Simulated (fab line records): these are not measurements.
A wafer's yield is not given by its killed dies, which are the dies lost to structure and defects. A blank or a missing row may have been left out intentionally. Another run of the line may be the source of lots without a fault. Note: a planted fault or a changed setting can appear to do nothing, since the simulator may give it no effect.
fab line records    flow sky130
[record] lots = 6  wafers = 18  last-day = 52
route steps=708 shown LDD_HVP@285 LDD_LDN@289 PAD_OPEN@708
lots that met no fault: taken from a fault-free run of the same line
start-h: start of the lot's first displayed wafer, in hours after the record's first day    wait-h: how many hours have passed since the lot's step before this one    " same as the row above    L1.1+2: a row that stands for several wafers    - either no value or no given start    * or withheld: withheld    < > ~ a bound
route shown NAME@n: NAME is a module with steps in the file, n the number in the route of the first one    usual: mean/standard deviation taken from wafers without a fault    same: alike in all rows    chamber/n: place in a boat    sites: each site's reading    _std_site: their standard deviation    _edge_site: outer sites' mean less inner sites'    radius-mm: for every site, how far away it sits from the centre of the wafer    mask NAME#n: copy n    behind: the most recent tool/chamber to have shaped the wafer    hold: why the lot was held/for how many hours/how that ended    device: which transistor (n, p or np) failed to switch    end of line: the same wafers' tests at the end of the route    a step given without rows: its recipe and nothing more    killed: dies that structure and defects cost at the first sort, which is not the same as the wafer's yield    map: a wafer's dies, marking killed ones x, the rest . and places with no die _
set.NAME: the run value of the setting; set.NAME@STEP: its run value at that earlier step    model.NAME: the simulator's own value behind a step, which no gauge read
lots seen at some steps along the route; tables by step, rows by wafer
services: the hour from which a tool's chamber was out of use, counted from the record's first day as start-h (under 0 if before that day), plus the number of hours and why
[[steps]]
[step SKY_LDD_HVP_OVL_MEAS_07]
[usual] LDD_HVP_OVL = 0.2/1.5
lot.wafer  tool        chamber  start-h  wait-h  LDD_HVP_OVL[nm]
L375.2     overlay-01  -        529.93   0.1     -1.4
L375.4     "           -        "        "       -1.6
L375.6     "           -        "        "       -1.3
L376.2     overlay-02  -        537.25   0.1     1.4
L376.3     "           -        "        "       -1.1
L376.6     "           -        "        "       1.7
L382.1     overlay-01  -        560.12   0.1     -1.0
L382.3     "           -        "        "       0.4
L382.5     "           -        "        "       0.8
L385.2     overlay-02  -        561.65   0.1     0.7
L385.4     "           -        "        "       -0.9
L385.6     "           -        "        "       -0.3
L388.1     overlay-01  -        564.67   0.1     1.5
L388.2     "           -        "        "       2.3
L388.4     "           -        "        "       2.6
L398.2     overlay-01  -        728.23   0.1     -0.1
L398.5     "           -        "        "       -0.1
L398.6     "           -        "        "       1.0
[step SKY_LDD_HVP_IMPLANT_08]
[recipe] species = B  energy-kev = 20  dose-cm2 = 1.7e+13  tilt-deg = 17.9
[step SKY_LDD_HVP_STRIP_09]
[recipe] chemistry = O2/N2  power-w = 1400  pressure-mtorr = 1500  platen-temp-c = withheld  o2-flow-sccm = 3000  n2-flow-sccm = 300  overash-fraction = 0.5
[usual] drypump-motor-current-A = 5.80/0.051  oes-product-au = 0.408/0.0046  strip-time-to-endpoint-s = 4.137/0.016
lot.wafer  tool             chamber  start-h  wait-h  drypump-motor-current-A  oes-product-au  rf-hours-counter-h  strip-time-to-endpoint-s
L375.2     plasma-asher-04  1        530.11   0.1     5.80                     0.410           39                  4.157
L375.4     "                0        "        "       5.80                     0.414           -                   4.154
L375.6     "                0        "        "       5.78                     0.408           -                   4.177
L376.2     plasma-asher-04  1        537.43   0.1     5.83                     0.408           40                  4.138
L376.3     "                0        "        "       5.81                     0.406           -                   4.127
L376.6     "                1        "        "       5.80                     0.417           -                   4.139
L382.1     plasma-asher-04  1        560.31   0.1     5.83                     0.406           42                  4.136
L382.3     "                1        "        "       5.81                     0.398           -                   4.112
L382.5     "                0        "        "       5.80                     0.413           -                   4.127
L385.2     plasma-asher-04  1        561.83   0.1     5.76                     0.406           42                  4.152
L385.4     "                0        "        "       5.81                     0.408           -                   4.142
L385.6     "                0        "        "       5.81                     0.409           -                   4.149
L388.1     plasma-asher-01  1        564.86   0.1     5.75                     0.408           14                  4.128
L388.2     "                0        "        "       5.92                     0.409           14                  4.143
L388.4     "                0        "        "       5.93                     0.409           -                   4.141
L398.2     plasma-asher-02  1        728.41   0.1     5.76                     0.397           106                 4.152
L398.5     "                1        "        "       5.79                     0.411           -                   4.146
L398.6     "                0        "        "       5.78                     0.415           -                   4.150
[step SKY_LDD_HVP_TW_MEAS_10]
[usual] LDD_HVP_TW = 452/3.8
lot.wafer  tool           chamber  start-h  wait-h  LDD_HVP_TW
L375.2     film-metro-03  -        530.22   0.1     453
L375.4     "              -        "        "       453
L375.6     "              -        "        "       453
L376.2     film-metro-04  -        537.54   0.1     452
L376.3     "              -        "        "       453
L376.6     "              -        "        "       452
L382.1     film-metro-01  -        560.41   0.1     448
L382.3     "              -        "        "       448
L382.5     "              -        "        "       449
L385.2     film-metro-03  -        561.94   0.1     447
L385.4     "              -        "        "       449
L385.6     "              -        "        "       447
L388.1     film-metro-01  -        564.96   0.1     451
L388.2     "              -        "        "       448
L388.4     "              -        "        "       448
L398.2     film-metro-04  -        728.52   0.1     457
L398.5     "              -        "        "       457
L398.6     "              -        "        "       457
[step SKY_LDD_LDN_DEHYDRATE_00]
[recipe] temp-c = 200  time-s = 60
[step SKY_LDD_LDN_HMDS_01]
[recipe] prime-time-s = 60  prime-temp-c = 120
[step SKY_LDD_LDN_COAT_02]
[recipe] resist = NOVOLAK  spin-rpm = 3000  resist-thk-nm = 1140
[step SKY_LDD_LDN_SOFTBAKE_03]
[recipe] temp-c = 90  time-s = 60  resist = NOVOLAK
[step SKY_LDD_LDN_EXPOSE_04]
[recipe] mask-id = LDNTM  na = 0.6  source-shape = conventional  sigma-outer = 0.6  polarization = unpolarized  target-cd-nm = 700  dose-mj = 140
[step SKY_LDD_LDN_PEB_05]
[recipe] temp-c = withheld  time-s = *  resist = NOVOLAK
[step SKY_LDD_LDN_DEVELOP_06]
[recipe] resist = NOVOLAK  developer = TMAH  develop-time-s = 60  dev-temp-c = 23
[step SKY_LDD_LDN_OVL_MEAS_07]
[usual] LDD_LDN_OVL = 0.9/1.5
lot.wafer  tool        chamber  start-h  wait-h  LDD_LDN_OVL[nm]
L375.2     overlay-02  -        559.92   0.1     4.7
L375.4     "           -        "        "       3.9
L375.6     "           -        "        "       4.1
L376.2     overlay-02  -        567.62   0.1     -0.9
L376.3     "           -        "        "       0.7
L376.6     "           -        "        "       0.4
L382.1     overlay-02  -        590.19   0.1     1.3
L382.3     "           -        "        "       -0.2
L382.5     "           -        "        "       -0.3
L385.2     overlay-01  -        592.00   0.1     1.2
L385.4     "           -        "        "       1.7
L385.6     "           -        "        "       0.1
L388.1     overlay-01  -        594.89   0.1     1.6
L388.2     "           -        "        "       1.4
L388.4     "           -        "        "       1.4
L398.2     overlay-02  -        755.05   0.1     -0.2
L398.5     "           -        "        "       2.7
L398.6     "           -        "        "       2.6
[step SKY_LDD_LDN_IMPLANT_08]
[recipe] species = As  energy-kev = 15  dose-cm2 = 1.25e+13  tilt-deg = withheld  rotation-deg = 23
[usual] beam-energy-keV = 15.000/0.0059  faraday-current-uA = 70.4/1.4
lot.wafer  tool          chamber  start-h  wait-h  beam-energy-keV  faraday-current-uA  model.implant.rp-nm  model.implant.drp-nm
L375.2     implanter-04  0        559.98   0.0     14.999           69.8                13.15                5.933
L375.4     "             0        "        "       14.999           72.5                13.15                5.933
L375.6     "             0        "        "       15.003           72.5                13.15                5.933
L376.2     implanter-03  0        567.68   0.0     15.005           70.4                12.92                5.933
L376.3     "             0        "        "       15.006           71.7                12.92                5.933
L376.6     "             0        "        "       15.001           70.1                12.92                5.933
L382.1     implanter-03  0        590.23   0.0     19.677           72.1                15.05                7.13
L382.3     "             0        "        "       19.685           68.8                15.05                7.13
L382.5     "             0        "        "       19.691           72.1                15.05                7.13
L385.2     implanter-03  0        592.06   0.0     19.677           69.3                15.64                7.13
L385.4     "             0        "        "       19.678           71.7                15.64                7.13
L385.6     "             0        "        "       19.679           69.1                15.64                7.13
L388.1     implanter-02  0        594.93   0.0     14.999           70.8                13.07                5.933
L388.2     "             0        "        "       15.002           69.9                13.07                5.933
L388.4     "             0        "        "       15.008           69.2                13.07                5.933
L398.2     implanter-04  0        755.11   0.0     15.006           71.2                12.95                5.933
L398.5     "             0        "        "       15.004           70.2                12.95                5.933
L398.6     "             0        "        "       15.011           71.9                12.95                5.933
[step SKY_LDD_LDN_IMPLANT_09]
[recipe] species = As  energy-kev = 15  dose-cm2 = 1.25e+13  tilt-deg = withheld  rotation-deg = 113
[step SKY_PAD_OPEN_PROBE_99]
[usual] killed_at_M0_to_M3 = 45/6.3  killed_at_M4_up = 2.8/1.6  killed-at-contacts = 24/5.1  killed-at-front-end = 14/4.4  killed-at-other = 0.4/0.73  killed-dies = 86/9  killed-open = 47/7.8  killed-short = 39/6.6
[same] gross-dies = 492  killed-at-back-side = 0
lot.wafer  tool       chamber  start-h  wait-h  killed_at_M0_to_M3  killed_at_M4_up  killed-at-contacts  killed-at-front-end  killed-at-other  killed-dies  killed-open  killed-short  model.etest.tip-sonos.rs-ohm-sq
L375.2     prober-01  -        1117.99  0.1     41                  1                26                  7                    1                76           44           32            2680
L375.4     prober-01  -        1118.09  0.2     34                  2                32                  11                   0                79           45           34            2694
L375.6     prober-01  -        1118.19  0.2     45                  2                31                  15                   1                94           48           46            2638
L376.2     prober-02  -        1124.38  0.1     39                  3                30                  16                   1                89           45           44            2796
L376.3     prober-02  -        1124.43  0.2     39                  3                25                  21                   0                88           52           36            2798
L376.6     prober-02  -        1124.58  0.2     43                  2                23                  18                   0                86           43           43            2804
L382.1     prober-01  -        1139.90  0.3     30                  2                26                  24                   1                83           44           37            2552
L382.3     prober-01  -        1140.00  0.4     62                  2                17                  22                   0                103          58           44            2552
L382.5     prober-01  -        1140.10  0.4     48                  1                27                  17                   1                94           57           36            2528
L385.2     prober-02  -        1140.08  0.1     37                  1                20                  13                   0                71           34           37            2476
L385.4     prober-02  -        1140.18  0.2     44                  1                20                  12                   0                77           44           31            2553
L385.6     prober-02  -        1140.28  0.2     42                  3                25                  8                    0                78           40           38            2511
L388.1     prober-01  -        1145.29  0.1     42                  4                15                  11                   0                72           42           30            2618
L388.2     prober-01  -        1145.34  0.1     33                  3                21                  18                   0                75           39           35            2620
L388.4     prober-01  -        1145.44  0.2     50                  1                29                  16                   0                96           50           46            2597
L398.2     prober-01  -        1242.71  0.1     53                  0                21                  24                   1                99           56           43            2637
L398.5     prober-01  -        1242.86  0.2     40                  4                20                  17                   0                81           50           31            2645
L398.6     prober-01  -        1242.91  0.2     54                  1                31                  21                   0                107          69           38            2612
// killed by level:class
L375.2 VIA1:geometric-particle:open=13 LI_CONTACT:geometric-particle:open=8 CONTACT:geometric-particle:open=8 VIA3:geometric-particle:short=5 VIA2:geometric-particle:short=4 VIA2:geometric-particle:open=4 METAL3:geometric-particle:short=3 LOCAL_INTERCONNECT:geometric-particle:short=3
L375.4 CONTACT:geometric-particle:open=12 LI_CONTACT:geometric-particle:open=9 FIELD_ISO:geometric-particle:open=6 LOCAL_INTERCONNECT:geometric-particle:short=5 METAL1:geometric-particle:short=5 VIA1:geometric-particle:open=5 VIA2:geometric-particle:open=5 VIA3:geometric-particle:open=4
L375.6 CONTACT:geometric-particle:open=12 VIA1:geometric-particle:open=9 CONTACT:geometric-particle:short=7 METAL2:geometric-particle:short=7 POLY_GATE:geometric-particle:open=6 LI_CONTACT:geometric-particle:open=6 METAL1:geometric-particle:short=6 FIELD_ISO:geometric-particle:short=5
L376.2 CONTACT:geometric-particle:open=11 LI_CONTACT:geometric-particle:open=8 VIA1:geometric-particle:open=8 METAL1:geometric-particle:short=8 LI_CONTACT:geometric-particle:short=6 VIA1:geometric-particle:short=5 FIELD_ISO:geometric-particle:short=4 POLY_GATE:geometric-particle:open=4
L376.3 LI_CONTACT:geometric-particle:open=10 POLY_GATE:geometric-particle:open=9 VIA3:geometric-particle:open=8 METAL1:geometric-particle:short=6 LOCAL_INTERCONNECT:geometric-particle:short=5 CONTACT:geometric-particle:open=5 VIA1:geometric-particle:open=5 FIELD_ISO:geometric-particle:short=4
L376.6 LI_CONTACT:geometric-particle:open=10 VIA1:geometric-particle:open=8 POLY_GATE:geometric-particle:short=7 VIA3:geometric-particle:open=7 VIA1:geometric-particle:short=6 VIA2:geometric-particle:open=6 CONTACT:geometric-particle:open=5 METAL1:geometric-particle:short=5
L382.1 CONTACT:geometric-particle:open=11 VIA1:geometric-particle:open=8 FIELD_ISO:geometric-particle:short=7 FIELD_ISO:geometric-particle:open=5 VIA1:geometric-particle:short=5 LI_CONTACT:geometric-particle:open=5 POLY_GATE:geometric-particle:open=4 LOCAL_INTERCONNECT:geometric-particle:short=4
L382.3 VIA1:geometric-particle:open=17 METAL1:geometric-particle:short=9 FIELD_ISO:geometric-particle:open=8 METAL2:geometric-particle:short=8 VIA3:geometric-particle:open=7 FIELD_ISO:geometric-particle:short=6 LI_CONTACT:geometric-particle:open=5 VIA2:geometric-particle:open=5
L385.2 VIA1:geometric-particle:open=8 METAL1:geometric-particle:short=7 VIA1:geometric-particle:short=7 LI_CONTACT:geometric-particle:open=6 CONTACT:geometric-particle:short=5 VIA2:geometric-particle:open=5 POLY_GATE:geometric-particle:open=4 LOCAL_INTERCONNECT:geometric-particle:short=4
L382.5 VIA1:geometric-particle:open=14 CONTACT:geometric-particle:open=11 VIA2:geometric-particle:open=7 METAL2:geometric-particle:short=6 FIELD_ISO:geometric-particle:open=5 POLY_GATE:geometric-particle:open=5 LI_CONTACT:geometric-particle:short=5 LI_CONTACT:geometric-particle:open=5
L385.4 VIA1:geometric-particle:open=9 LI_CONTACT:geometric-particle:open=7 CONTACT:geometric-particle:open=7 METAL1:geometric-particle:short=6 VIA3:geometric-particle:open=6 VIA2:geometric-particle:open=5 FIELD_ISO:geometric-particle:open=4 CONTACT:geometric-particle:short=4
L385.6 CONTACT:geometric-particle:open=10 VIA1:geometric-particle:open=7 VIA1:geometric-particle:short=5 VIA2:geometric-particle:short=5 METAL2:geometric-particle:short=5 VIA3:geometric-particle:open=5 FIELD_ISO:geometric-particle:short=4 VIA2:geometric-particle:open=4
L388.1 VIA1:geometric-particle:open=16 LI_CONTACT:geometric-particle:open=5 FIELD_ISO:geometric-particle:short=4 METAL3:geometric-particle:short=4 LOCAL_INTERCONNECT:geometric-particle:short=4 CONTACT:geometric-particle:open=4 METAL1:geometric-particle:short=4 VIA3:geometric-particle:open=4
L388.2 LI_CONTACT:geometric-particle:open=8 FIELD_ISO:geometric-particle:short=7 VIA3:geometric-particle:open=6 CONTACT:geometric-particle:short=5 VIA2:geometric-particle:open=5 METAL1:geometric-particle:short=4 VIA1:geometric-particle:open=4 FIELD_ISO:geometric-particle:open=3
L388.4 LI_CONTACT:geometric-particle:open=9 CONTACT:geometric-particle:open=9 VIA3:geometric-particle:short=9 METAL2:geometric-particle:short=8 VIA3:geometric-particle:open=7 VIA1:geometric-particle:open=6 VIA2:geometric-particle:open=6 FIELD_ISO:geometric-particle:open=5
L398.2 VIA1:geometric-particle:open=12 VIA2:geometric-particle:open=10 FIELD_ISO:geometric-particle:short=8 CONTACT:geometric-particle:open=7 VIA1:geometric-particle:short=6 LI_CONTACT:geometric-particle:open=5 VIA3:geometric-particle:open=5 POLY_GATE:geometric-particle:open=4
L398.5 VIA1:geometric-particle:open=14 LI_CONTACT:geometric-particle:open=7 VIA2:geometric-particle:open=7 POLY_GATE:geometric-particle:open=5 CONTACT:geometric-particle:short=5 VIA3:geometric-particle:open=5 FIELD_ISO:geometric-particle:short=4 CONTACT:geometric-particle:open=4
L398.6 VIA1:geometric-particle:open=15 LI_CONTACT:geometric-particle:open=12 CONTACT:geometric-particle:open=11 FIELD_ISO:geometric-particle:open=7 VIA3:geometric-particle:open=7 VIA2:geometric-particle:open=6 POLY_GATE:geometric-particle:open=5 METAL1:geometric-particle:short=5
[[services]]
tool             chamber  start-h  hours  kind
plasma-asher-01  -        516.65   1.2    repair
implanter-02     -        516.79   7.7    pm
implanter-03     -        520.82   1.8    repair
plasma-asher-02  -        528.37   0.6    repair
implanter-04     -        532.37   3.0    repair
implanter-03     -        532.66   3.9    pm
implanter-02     -        548.49   1.2    repair
implanter-04     -        583.80   1.6    repair
implanter-03     -        599.84   0.6    repair
implanter-04     -        604.22   5.7    pm
plasma-asher-01  -        636.26   12.8   repair
plasma-asher-01  -        719.65   2.8    pm
plasma-asher-02  -        733.75   9.0    pm
plasma-asher-02  0        733.75   9.0    vent-cycle
plasma-asher-02  1        733.75   9.0    vent-cycle
plasma-asher-02  0        742.75   -      clean
plasma-asher-02  1        742.75   -      clean
implanter-03     -        753.97   4.1    repair
[[key]]
[first-sign] step = SKY_LDD_LDN_IMPLANT_08  reading = beam-energy-keV  direction = up  sigmas = 99+  usual = *  struck = *
effect none on later readings
[model-effect] step = SKY_LDD_LDN_IMPLANT_08  value = implant.rp-nm  without = 12.65  struck = 15.35
[model-effect] step = SKY_PAD_OPEN_PROBE_99  value = etest.tip-sonos.rs-ohm-sq  without = 2742  struck = 2529
met-at SKY_LDD_LDN_IMPLANT_08
struck-wafers L382.1,L382.3,L382.5,L385.2,L385.4,L385.6
tester-left-out L382,L385
onset-between 567.68 590.23
[fault] kind = process-parameter-drift  tool = implanter-03  chamber = -  onset-h = 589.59  steps = SKY_LDD_LDN_IMPLANT_08  channel = energy-kev  offset = *  shape = step  end-h = 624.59  acts-in = *  stated = *
// tester-left-out: of these lots the tester's yield and bins aren't shown, on N5 and GAA mostly nor the transistor test; their killed dies are dies lost to structure and defects alone, not to doping, threshold or leakage, so they don't give the yield
